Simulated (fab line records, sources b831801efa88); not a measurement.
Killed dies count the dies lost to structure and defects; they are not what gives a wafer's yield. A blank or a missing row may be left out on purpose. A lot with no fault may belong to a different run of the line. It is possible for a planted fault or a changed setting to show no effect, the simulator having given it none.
2 desks looking at one fault ; flow sky130 ; each desk holds nothing but its own numbers, with what lay behind them at the end

## METROLOGY DESK
What the gauges read for every lot (on any tool): the sampled wafers with a number, averaged. Marked OUT: a lot whose mean sits more than 4 standard deviations from the usual mean, which makes it out of limits; the brackets give that distance.
Columns: A = VIA3_OVL at SKY_VIA3_OVL_MEAS_13, usual -1 nm; B = VIA3_W_RS at SKY_VIA3_RS_MEAS_22, usual 0.2948 ohm/sq; C = VIA3_W_THK at SKY_VIA3_THK_MEAS_23, usual 381 nm
lot;first seen here;A;B;C
L613;day 39 22:34;-8;0.2970;385
L615;day 40 11:35;-6;0.2940;386
L616;day 41 01:44;5;0.2952;378
L617;day 41 05:44;-4;0.2942;381
L625;day 43 16:31;7;0.2749 (-6.9) OUT;407 (+4.8) OUT
L628;day 44 05:52;-3;0.2976;370
L629;day 44 12:10;-10;0.2964;380
L632;day 45 03:56;1;0.2898;393
L634;day 45 17:06;-7;0.2946;386
L635;day 45 23:44;-0;0.2973;379
This desk reports L625 out of limits; the earliest was L625 at day 43 17:32 (VIA3_W_RS at SKY_VIA3_RS_MEAS_22). L613, L615, L616, L617, L628, L629, L632, L634, L635 stayed within limits.

## AT THE TOOL OWNER'S DESK: cvdW-01
The tool's own readings at SKY_VIA3_CVD_21 (deposits W, target thk 390 nm, time 117.31 s): means of the sampled wafers that have a number, for each lot that ran on this tool. Marked OUT: a lot whose mean sits more than 4 standard deviations from the usual mean, which makes it out of limits; the brackets give that distance.
Columns: A = heaterPowerW at SKY_VIA3_CVD_21, usual 817 W; B = susceptorTempC at SKY_VIA3_CVD_21, usual 400.00 C
lot;first seen here;A;B
L615;day 40 12:22;818;400.05
L616;day 41 02:32;762;400.02
L625;day 43 17:18;859;400.13
L634;day 45 17:57;801;400.07
L635;day 46 00:35;809;400.18
Result from this desk: across the 5 lots, nothing is out of limits.

## PUT TOGETHER
The metrology desk could have raised an alarm at day 43 17:32, on L625.
The desk of the tool owner found nothing out of limits.
The tool owner's desk has L625 on record, within its limits.
On cvdW-01, each named lot ran SKY_VIA3_CVD_21.

## WHAT THE SIMULATOR HAD PUT IN
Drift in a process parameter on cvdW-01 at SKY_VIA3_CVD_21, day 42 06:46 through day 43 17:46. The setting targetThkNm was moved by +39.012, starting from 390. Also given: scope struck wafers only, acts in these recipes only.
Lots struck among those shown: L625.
Hours from the fault's start to each desk's first reading out of limits: the metrology desk, 35.
